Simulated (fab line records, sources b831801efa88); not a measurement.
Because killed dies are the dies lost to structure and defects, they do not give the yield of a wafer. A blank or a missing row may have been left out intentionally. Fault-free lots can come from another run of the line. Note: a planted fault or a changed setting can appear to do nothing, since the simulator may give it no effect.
Which tool did it? || flow gf180mcu || 11 lots with 33 wafers sampled at 5 steps, on a route of 602 steps

WHAT EACH GAUGE READ, for each wafer
GF_V1_THK_MEAS_03.
{"lot": "L138", "measured": "day 17 09:31", "on": "film_metro-02", "V1_CVD_02_THK (nm)": "864 876 857"}
{"lot": "L139", "measured": "day 17 16:57", "on": "film_metro-03", "V1_CVD_02_THK (nm)": "856 860 863"}
{"lot": "L140", "measured": "day 18 06:48", "on": "film_metro-02", "V1_CVD_02_THK (nm)": "843 840 856"}
{"lot": "L141", "measured": "day 18 07:07", "on": "film_metro-03", "V1_CVD_02_THK (nm)": "832 862 853"}
{"lot": "L143", "measured": "day 19 05:59", "on": "film_metro-03", "V1_CVD_02_THK (nm)": "845 863 865"}
{"lot": "L145", "measured": "day 19 23:38", "on": "film_metro-03", "V1_CVD_02_THK (nm)": "844 858 877"}
{"lot": "L149", "measured": "day 21 03:56", "on": "film_metro-03", "V1_CVD_02_THK (nm)": "858 860 861"}
{"lot": "L150", "measured": "day 21 16:40", "on": "film_metro-03", "V1_CVD_02_THK (nm)": "840 842 854"}
{"lot": "L151", "measured": "day 22 01:47", "on": "film_metro-03", "V1_CVD_02_THK (nm)": "796 841 850"}
{"lot": "L158", "measured": "day 24 08:39", "on": "film_metro-03", "V1_CVD_02_THK (nm)": "844 834 859"}
{"lot": "L159", "measured": "day 24 15:58", "on": "film_metro-02", "V1_CVD_02_THK (nm)": "860 851 854"}

WHAT TOOL EACH LOT RAN ON (gives the tool, then ch and the chambers of the sampled wafers, and finally the start)
{"lot": "L138", "GF_CONTACT_STRIP_18": "plasma_asher-02 ch 0,1, day 16 08:26", "GF_CONTACT_SPUTTER_22": "pvd_sputter-01, day 16 08:43", "GF_M1_SPUTTER_04": "pvd_sputter-04, day 16 09:34", "GF_V1_CVD_02": "pecvd-04 ch 1,2, day 17 09:26"}
{"lot": "L139", "GF_CONTACT_STRIP_18": "plasma_asher-04 ch 0,1, day 16 15:53", "GF_CONTACT_SPUTTER_22": "pvd_sputter-03, day 16 16:11", "GF_M1_SPUTTER_04": "pvd_sputter-02, day 16 17:04", "GF_V1_CVD_02": "pecvd-02 ch 0,1,2, day 17 16:52"}
{"lot": "L140", "GF_CONTACT_STRIP_18": "plasma_asher-04 ch 0,1, day 17 05:26", "GF_CONTACT_SPUTTER_22": "pvd_sputter-01, day 17 05:44", "GF_M1_SPUTTER_04": "pvd_sputter-04, day 17 06:37", "GF_V1_CVD_02": "pecvd-04 ch 0,1, day 18 06:44"}
{"lot": "L141", "GF_CONTACT_STRIP_18": "plasma_asher-03 ch 0,1, day 17 05:49", "GF_CONTACT_SPUTTER_22": "pvd_sputter-02, day 17 06:05", "GF_M1_SPUTTER_04": "pvd_sputter-02, day 17 06:57", "GF_V1_CVD_02": "pecvd-02 ch 1,2, day 18 07:01"}
{"lot": "L143", "GF_CONTACT_STRIP_18": "plasma_asher-03 ch 0,1, day 18 04:13", "GF_CONTACT_SPUTTER_22": "pvd_sputter-02, day 18 04:29", "GF_M1_SPUTTER_04": "pvd_sputter-01, day 18 05:20", "GF_V1_CVD_02": "pecvd-03 ch 0,2, day 19 05:55"}
{"lot": "L145", "GF_CONTACT_STRIP_18": "plasma_asher-02 ch 0,1, day 18 20:54", "GF_CONTACT_SPUTTER_22": "pvd_sputter-01, day 18 21:13", "GF_M1_SPUTTER_04": "pvd_sputter-04, day 18 22:04", "GF_V1_CVD_02": "pecvd-03 ch 0,1, day 19 23:32"}
{"lot": "L149", "GF_CONTACT_STRIP_18": "plasma_asher-04 ch 0,1, day 20 02:03", "GF_CONTACT_SPUTTER_22": "pvd_sputter-03, day 20 02:22", "GF_M1_SPUTTER_04": "pvd_sputter-04, day 20 03:13", "GF_V1_CVD_02": "pecvd-03 ch 0,1,2, day 21 03:52"}
{"lot": "L150", "GF_CONTACT_STRIP_18": "plasma_asher-04 ch 0,1, day 20 14:53", "GF_CONTACT_SPUTTER_22": "pvd_sputter-01, day 20 15:09", "GF_M1_SPUTTER_04": "pvd_sputter-01, day 20 16:01", "GF_V1_CVD_02": "pecvd-02 ch 0,2, day 21 16:34"}
{"lot": "L151", "GF_CONTACT_STRIP_18": "plasma_asher-04 ch 0,1, day 21 00:15", "GF_CONTACT_SPUTTER_22": "pvd_sputter-01, day 21 00:33", "GF_M1_SPUTTER_04": "pvd_sputter-01, day 21 01:25", "GF_V1_CVD_02": "pecvd-03 ch 0,1,2, day 22 01:43"}
{"lot": "L158", "GF_CONTACT_STRIP_18": "plasma_asher-02 ch 0,1, day 23 07:56", "GF_CONTACT_SPUTTER_22": "pvd_sputter-02, day 23 08:25", "GF_M1_SPUTTER_04": "pvd_sputter-02, day 23 09:22", "GF_V1_CVD_02": "pecvd-02 ch 0,2, day 24 08:34"}
{"lot": "L159", "GF_CONTACT_STRIP_18": "plasma_asher-03 ch 0,1, day 23 15:53", "GF_CONTACT_SPUTTER_22": "pvd_sputter-02, day 23 16:13", "GF_M1_SPUTTER_04": "pvd_sputter-01, day 23 17:14", "GF_V1_CVD_02": "pecvd-02 ch 0,1,2, day 24 15:54"}
- GF_CONTACT_STRIP_18: strips in O2/N2.
- GF_CONTACT_SPUTTER_22: material Ti, target thk 15 nm, time 80.02 s.
- GF_M1_SPUTTER_04: material TiN, target thk 50 nm, time 41.7 s.
- GF_V1_CVD_02: deposits SiO2 from TEOS, target thk 850 nm, time 94.851 s.

AS READ BY THE TOOLS THEMSELVES (means over the sampled wafers that have a number; for cases with no such wafer, the mark the record gives instead)
GF_CONTACT_STRIP_18.
{"lot": "L138", "tool": "plasma_asher-02", "drypump_motor_current_A (A)": 5.61, "heater_power_w (W)": 311, "n2_flow_sccm (sccm)": 301.0, "oes_product_au (a.u.)": 0.581}
{"lot": "L139", "tool": "plasma_asher-04", "drypump_motor_current_A (A)": 5.63, "heater_power_w (W)": 280, "n2_flow_sccm (sccm)": 300.0, "oes_product_au (a.u.)": 0.578}
{"lot": "L140", "tool": "plasma_asher-04", "drypump_motor_current_A (A)": 5.39, "heater_power_w (W)": 281, "n2_flow_sccm (sccm)": 300.9, "oes_product_au (a.u.)": 0.575}
{"lot": "L141", "tool": "plasma_asher-03", "drypump_motor_current_A (A)": 5.86, "heater_power_w (W)": 373, "n2_flow_sccm (sccm)": 300.8, "oes_product_au (a.u.)": 0.581}
{"lot": "L143", "tool": "plasma_asher-03", "drypump_motor_current_A (A)": 5.88, "heater_power_w (W)": 370, "n2_flow_sccm (sccm)": 299.6, "oes_product_au (a.u.)": 0.582}
{"lot": "L145", "tool": "plasma_asher-02", "drypump_motor_current_A (A)": 5.61, "heater_power_w (W)": 315, "n2_flow_sccm (sccm)": 300.5, "oes_product_au (a.u.)": 0.585}
{"lot": "L149", "tool": "plasma_asher-04", "drypump_motor_current_A (A)": 5.38, "heater_power_w (W)": 279, "n2_flow_sccm (sccm)": 299.3, "oes_product_au (a.u.)": 0.574}
{"lot": "L150", "tool": "plasma_asher-04", "drypump_motor_current_A (A)": 5.63, "heater_power_w (W)": 283, "n2_flow_sccm (sccm)": 300.0, "oes_product_au (a.u.)": 0.586}
{"lot": "L151", "tool": "plasma_asher-04", "drypump_motor_current_A (A)": 5.63, "heater_power_w (W)": 283, "n2_flow_sccm (sccm)": 299.8, "oes_product_au (a.u.)": 0.576}
{"lot": "L158", "tool": "plasma_asher-02", "drypump_motor_current_A (A)": 5.61, "heater_power_w (W)": 310, "n2_flow_sccm (sccm)": 299.5, "oes_product_au (a.u.)": 0.582}
{"lot": "L159", "tool": "plasma_asher-03", "drypump_motor_current_A (A)": 5.75, "heater_power_w (W)": 358, "n2_flow_sccm (sccm)": 300.3, "oes_product_au (a.u.)": 0.579}

GF_CONTACT_SPUTTER_22.
{"lot": "L138", "tool": "pvd_sputter-01", "throttle_valve_pct (%)": 29.8}
{"lot": "L139", "tool": "pvd_sputter-03", "throttle_valve_pct (%)": 29.8}
{"lot": "L140", "tool": "pvd_sputter-01", "throttle_valve_pct (%)": 30.7}
{"lot": "L141", "tool": "pvd_sputter-02", "throttle_valve_pct (%)": 29.0}
{"lot": "L143", "tool": "pvd_sputter-02", "throttle_valve_pct (%)": 29.0}
{"lot": "L145", "tool": "pvd_sputter-01", "throttle_valve_pct (%)": 30.2}
{"lot": "L149", "tool": "pvd_sputter-03", "throttle_valve_pct (%)": 29.8}
{"lot": "L150", "tool": "pvd_sputter-01", "throttle_valve_pct (%)": 30.6}
{"lot": "L151", "tool": "pvd_sputter-01", "throttle_valve_pct (%)": 30.7}
{"lot": "L158", "tool": "pvd_sputter-02", "throttle_valve_pct (%)": 29.4}
{"lot": "L159", "tool": "pvd_sputter-02", "throttle_valve_pct (%)": 29.1}

GF_M1_SPUTTER_04.
{"lot": "L138", "tool": "pvd_sputter-04", "throttle_valve_pct (%)": 29.3}
{"lot": "L139", "tool": "pvd_sputter-02", "throttle_valve_pct (%)": 29.2}
{"lot": "L140", "tool": "pvd_sputter-04", "throttle_valve_pct (%)": 29.9}
{"lot": "L141", "tool": "pvd_sputter-02", "throttle_valve_pct (%)": 28.9}
{"lot": "L143", "tool": "pvd_sputter-01", "throttle_valve_pct (%)": 30.1}
{"lot": "L145", "tool": "pvd_sputter-04", "throttle_valve_pct (%)": 29.9}
{"lot": "L149", "tool": "pvd_sputter-04", "throttle_valve_pct (%)": 28.8}
{"lot": "L150", "tool": "pvd_sputter-01", "throttle_valve_pct (%)": 30.0}
{"lot": "L151", "tool": "pvd_sputter-01", "throttle_valve_pct (%)": 29.9}
{"lot": "L158", "tool": "pvd_sputter-02", "throttle_valve_pct (%)": 28.6}
{"lot": "L159", "tool": "pvd_sputter-01", "throttle_valve_pct (%)": 29.8}

GF_V1_CVD_02.
{"lot": "L138", "tool": "pecvd-04", "heater_power_w (W)": 590, "rf_fwd_power_W (W)": 595.2}
{"lot": "L139", "tool": "pecvd-02", "heater_power_w (W)": 722, "rf_fwd_power_W (W)": 595.9}
{"lot": "L140", "tool": "pecvd-04", "heater_power_w (W)": 750, "rf_fwd_power_W (W)": 597.8}
{"lot": "L141", "tool": "pecvd-02", "heater_power_w (W)": 725, "rf_fwd_power_W (W)": 593.9}
{"lot": "L143", "tool": "pecvd-03", "heater_power_w (W)": 741, "rf_fwd_power_W (W)": 595.0}
{"lot": "L145", "tool": "pecvd-03", "heater_power_w (W)": 713, "rf_fwd_power_W (W)": 593.8}
{"lot": "L149", "tool": "pecvd-03", "heater_power_w (W)": 695, "rf_fwd_power_W (W)": 592.9}
{"lot": "L150", "tool": "pecvd-02", "heater_power_w (W)": 746, "rf_fwd_power_W (W)": 596.0}
{"lot": "L151", "tool": "pecvd-03", "heater_power_w (W)": 736, "rf_fwd_power_W (W)": 563.1}
{"lot": "L158", "tool": "pecvd-02", "heater_power_w (W)": 714, "rf_fwd_power_W (W)": 596.9}
{"lot": "L159", "tool": "pecvd-02", "heater_power_w (W)": 665, "rf_fwd_power_W (W)": 594.2}

THE ANSWER, worked out from the rows above alone
Rule: usual is defined by the lots themselves. The widest of any qualifying gaps counts: lots, ordered by their means at a reading, are off when they make up no more than a third of the lots, leave a main group of 4 or more, and stand apart from it by 3 or more times the standard deviation of that group's means. A main group whose means are all the same, to the digits that the tables above print for the reading, isn't used. A lot without any number at a reading at which 4 lots or more have one is off too. Where the step has rows for the other lots, those lots are counted as sound. Order of review: gauges by route order, followed by the tools' own readings, for which a lot's mean as printed above is used. At the first step where some lot is off, the reading lying furthest off is the one used; lots without a number count as furthest.
Off, at GF_V1_CVD_02 on rf_fwd_power_W: L151. The main group: mean 595.2 W, standard deviation 1.4.
A tool fits if, at that step or a process step before it, it ran every lot that is off, and no sound lot after the first of them. Can't be told from this: 3 tools fit, plasma_asher-04 at GF_CONTACT_STRIP_18, pvd_sputter-01 at GF_CONTACT_SPUTTER_22, pecvd-03 at GF_V1_CVD_02.

WHAT THE SIMULATOR HAD PUT IN
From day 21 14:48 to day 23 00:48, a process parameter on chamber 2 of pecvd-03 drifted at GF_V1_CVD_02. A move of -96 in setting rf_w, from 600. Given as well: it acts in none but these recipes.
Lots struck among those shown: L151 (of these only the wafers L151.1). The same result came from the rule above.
